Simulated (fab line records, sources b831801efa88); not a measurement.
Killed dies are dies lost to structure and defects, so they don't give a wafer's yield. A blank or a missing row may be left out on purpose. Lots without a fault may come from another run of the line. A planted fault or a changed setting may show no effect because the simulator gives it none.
A struck lot beside a sound one | flow sky130 | 14 steps out of a route of 708
Sound: wafers L252.1, L252.4, L252.5. Struck: wafers L259.1, L259.3, L259.6. The cause comes at the end.
At each step with rows: each side's tool, then ch and its chambers, then its first start. Under that, the readings that differ: sound wafers | struck wafers | difference of the means | sigmas: that difference in standard deviations of wafers without a fault.
alike: readings whose means differ by less than 2 such deviations, and words and numbers that are the same on both sides. not compared: withheld readings, readings that some wafer has no value for, bounds like >300 that may hide the same value, and numbers for which the record gives no deviation and whose values overlap.
The two part at a step that has a row with sigmas, a row that says differs or no value, or rows on one side only. Numbers that don't overlap but have no deviation are shown without sigmas and don't part them. A reading that every wafer of one side lacks parts them only if that side has two wafers or more.

SKY_METAL3_SPUTTER_04: material TiN, target thk 70 nm, time 58.3 s.
  sound on pvd_sputter-02, day 38 06:09; struck on pvd_sputter-02, day 40 16:51
  alike: throttle_valve_pct
SKY_CAPM_CVD_00: deposits SiO2, target thk 15.5 nm.
  sound on pecvd-04 ch 0,1, day 38 06:11; struck on pecvd-02 ch 1,2, day 40 16:54
  alike: heater_power_w, susceptor_temp_C
SKY_CAPM_THK_MEAS_01:
  sound on film_metro-01, day 38 06:13; struck on film_metro-01, day 40 16:55
  alike: CAPM_CVD_00_THK
SKY_CAPM_SPUTTER_02: material TiN, target thk 200 nm, time 166.7 s.
  sound on pvd_sputter-01, day 38 06:17; struck on pvd_sputter-04, day 40 16:59
  alike: susceptor_temp_C, throttle_valve_pct
SKY_CAPM_RS_MEAS_03: measures by four-point-probe.
  sound on film_metro-03, day 38 06:23; struck on film_metro-03, day 40 17:05
  alike: CAPM_TIN_RS
SKY_CAPM_THK_MEAS_04: measures by xrf.
  sound on film_metro-03, day 38 06:31; struck on film_metro-03, day 40 17:13
  alike: CAPM_TIN_THK
then, 6 steps without rows for these wafers: SKY_CAPM_DEHYDRATE_05 (time 60 s); SKY_CAPM_HMDS_06 (prime time 60 s); SKY_CAPM_COAT_07 (resist thk 1140 nm); SKY_CAPM_SOFTBAKE_08 (time 60 s); SKY_CAPM_EXPOSE_09 (exposes mask CAPM, target cd 1000 nm); SKY_CAPM_PEB_10.
SKY_CAPM_DEVELOP_11: develop time 60 s.
  sound on litho_track-01 ch 0, day 39 07:00; struck on litho_track-01, day 41 16:51
  no value came back on the struck wafers for chill_plate_temp_C (C), develop_time_s (s); on the sound wafers chill_plate_temp_C (C) reads 22.99 22.96 22.98
SKY_CAPM_OVL_MEAS_12:
  sound on overlay-01, day 39 07:09; struck on overlay-02, day 41 17:00
  reading       | sound       | struck | difference                    | sigmas
  CAPM_OVL (nm) | 0.5 0.7 1.4 | - - -  | no value on the struck wafers |

WHERE THEY PART
First at SKY_CAPM_DEVELOP_11; last, within this record, at SKY_CAPM_OVL_MEAS_12.

WHY: what the simulator had put in
Skipped step whole: litho_track-01, from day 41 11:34 on, at SKY_CAPM_DEVELOP_11. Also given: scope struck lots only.
